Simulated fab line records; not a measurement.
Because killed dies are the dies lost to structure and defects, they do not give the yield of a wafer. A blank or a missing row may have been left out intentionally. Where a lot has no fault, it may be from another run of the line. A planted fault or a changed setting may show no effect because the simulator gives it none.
Commonality check across tools | flow gf180mcu | Sample size 13 lots and 39 wafers

== WHAT PROMPTED THE OPENING ==
Of 13 lots, 2 have the reading V3_CVD_00_THK flagged at GF_V3_THK_MEAS_01. Wafers without a fault read 601 nm, standard deviation 5.1.
Rule: a lot gets a flag if all its wafers with a number sit over 4 standard deviations from that mean, or if no wafer of it has a number. The other lots count as sound.

lot  | measured     | on            | V3_CVD_00_THK (nm), wafer by wafer | flag
L765 | day 21 14:15 | film metro-04 | 592 597 601                        |
L766 | day 22 00:17 | film metro-01 | 612 605 603                        |
L769 | day 22 17:53 | film metro-04 | 594 602 595                        |
L770 | day 23 02:14 | film metro-04 | 601 599 601                        |
L771 | day 23 08:16 | film metro-02 | 604 596 602                        |
L772 | day 24 02:20 | film metro-04 | 592 601 605                        |
L773 | day 24 12:01 | film metro-04 | 604 608 601                        |
L774 | day 24 17:01 | film metro-02 | 599 604 599                        |
L775 | day 25 01:44 | film metro-02 | 601 590 600                        |
L779 | day 26 13:55 | film metro-04 | 597 598 604                        |
L783 | day 27 13:52 | film metro-01 | 301 300 302                        | FLAGGED
L786 | day 28 07:40 | film metro-02 | 297 299 293                        | FLAGGED
L788 | day 28 18:22 | film metro-04 | 601 612 606                        |
The numbers of the flagged lots are 299 nm on average: -302 nm against the usual, or -59 standard deviations.

== EACH LOT AND THE TOOL IT RAN ON ==
3 process steps preceding the reading are held in the record, out of 602 steps in the route. Cell contents, in order: the tool; ch with the chambers the sampled wafers went through; the start.
lot  | flag    | GF_V2_ETCH_16                      | GF_V2_STRIP_18                       | GF_V3_CVD_00
L765 |         | rie diel-04 ch 1,2,3, day 20 12:08 | plasma asher-01 ch 0,1, day 20 12:17 | hdpcvd-02 ch 0,1, day 21 14:10
L766 |         | rie diel-03 ch 0,1,2, day 20 21:40 | plasma asher-01 ch 0,1, day 20 21:48 | hdpcvd-01 ch 0,1,2, day 22 00:13
L769 |         | rie diel-04 ch 1,3, day 21 15:32   | plasma asher-02 ch 0,1, day 21 15:40 | hdpcvd-02 ch 0,1,2, day 22 17:49
L770 |         | rie diel-03 ch 0,3, day 22 01:07   | plasma asher-02 ch 0,1, day 22 01:17 | hdpcvd-02 ch 0,1,2, day 23 02:10
L771 |         | rie diel-04 ch 1,3, day 22 06:50   | plasma asher-04 ch 1, day 22 06:58   | hdpcvd-02 ch 0,1,2, day 23 08:11
L772 |         | rie diel-04 ch 1,2, day 23 01:10   | plasma asher-01 ch 0,1, day 23 01:18 | hdpcvd-01 ch 0,2, day 24 02:16
L773 |         | rie diel-02 ch 2,3, day 23 11:14   | plasma asher-04 ch 0, day 23 11:22   | hdpcvd-01 ch 0,1,2, day 24 11:57
L774 |         | rie diel-04 ch 0,1,3, day 23 16:19 | plasma asher-01 ch 0,1, day 23 16:27 | hdpcvd-01 ch 0,1,2, day 24 16:57
L775 |         | rie diel-03 ch 2,3, day 24 01:17   | plasma asher-02 ch 1, day 24 01:24   | hdpcvd-01 ch 0,1,2, day 25 01:40
L779 |         | rie diel-02 ch 2,3, day 25 14:29   | plasma asher-01 ch 0, day 25 14:37   | hdpcvd-02 ch 0,2, day 26 13:50
L783 | FLAGGED | rie diel-04 ch 0,1,2, day 26 15:17 | plasma asher-02 ch 0,1, day 26 15:25 | hdpcvd-01 ch 1,2, day 27 13:48
L786 | FLAGGED | rie diel-04 ch 1,2,3, day 27 08:40 | plasma asher-02 ch 0, day 27 08:48   | hdpcvd-01 ch 0,1, day 28 07:35
L788 |         | rie diel-04 ch 0,3, day 27 20:49   | plasma asher-04 ch 0,1, day 27 20:59 | hdpcvd-02 ch 0,1,2, day 28 18:17
What is done by these steps:
- GF_V2_ETCH_16: etches BARC in N2/H2.
- GF_V2_STRIP_18: strips in O2/N2.
- GF_V3_CVD_00: deposits SiO2, target thk 600 nm, time 100 s.
- GF_V3_THK_MEAS_01

== FLAGGED OVER TOTAL, TOOL BY TOOL (the gauges that took the reading come last) ==
step              | tool            | lots run | flagged | share of the flagged lots | sound lots run after its first flagged lot
GF_V2_ETCH_16     | rie diel-02     | 2        | 0       | none                      | -
GF_V2_ETCH_16     | rie diel-03     | 3        | 0       | none                      | -
GF_V2_ETCH_16     | rie diel-04     | 8        | 2       | all                       | 1 (L788)
GF_V2_STRIP_18    | plasma asher-01 | 5        | 0       | none                      | -
GF_V2_STRIP_18    | plasma asher-02 | 5        | 2       | all                       | 0
GF_V2_STRIP_18    | plasma asher-04 | 3        | 0       | none                      | -
GF_V3_CVD_00      | hdpcvd-01       | 7        | 2       | all                       | 0
GF_V3_CVD_00      | hdpcvd-02       | 6        | 0       | none                      | -
GF_V3_THK_MEAS_01 | film metro-01   | 2        | 1       | some                      | 0
GF_V3_THK_MEAS_01 | film metro-02   | 4        | 1       | some                      | 0
GF_V3_THK_MEAS_01 | film metro-04   | 7        | 0       | none                      | -

== WHAT THE TABLE PERMITS ==
In the table, 3 rows ran each flagged lot (rie diel-04 at GF_V2_ETCH_16; plasma asher-02 at GF_V2_STRIP_18; hdpcvd-01 at GF_V3_CVD_00).
- rie diel-04 at GF_V2_ETCH_16: 2 of its 8 lots flagged. Sound lots followed the first flagged one (L788) on it, something a lasting fault affecting the whole tool could not allow.
- plasma asher-02 at GF_V2_STRIP_18: 2 of its 5 lots flagged. It ran its last sound lot, L775, at day 24 01:24 and its first flagged lot, L783, at day 26 15:25: a fault with its onset between the two fits.
- hdpcvd-01 at GF_V3_CVD_00: 2 of its 7 lots flagged. It ran its last sound lot, L775, at day 25 01:40 and its first flagged lot, L783, at day 27 13:48: a fault with its onset between the two fits. Its own readings lie more than 4 standard deviations out on every wafer of the flagged lots: sih4 flow sccm.
These 2 tools cannot be told apart by counting lots, since each of them fits a fault that started at some hour. More lots, or a look at what each step does to the wafer, might.

== WHAT THE SIMULATOR HAD INSERTED ==
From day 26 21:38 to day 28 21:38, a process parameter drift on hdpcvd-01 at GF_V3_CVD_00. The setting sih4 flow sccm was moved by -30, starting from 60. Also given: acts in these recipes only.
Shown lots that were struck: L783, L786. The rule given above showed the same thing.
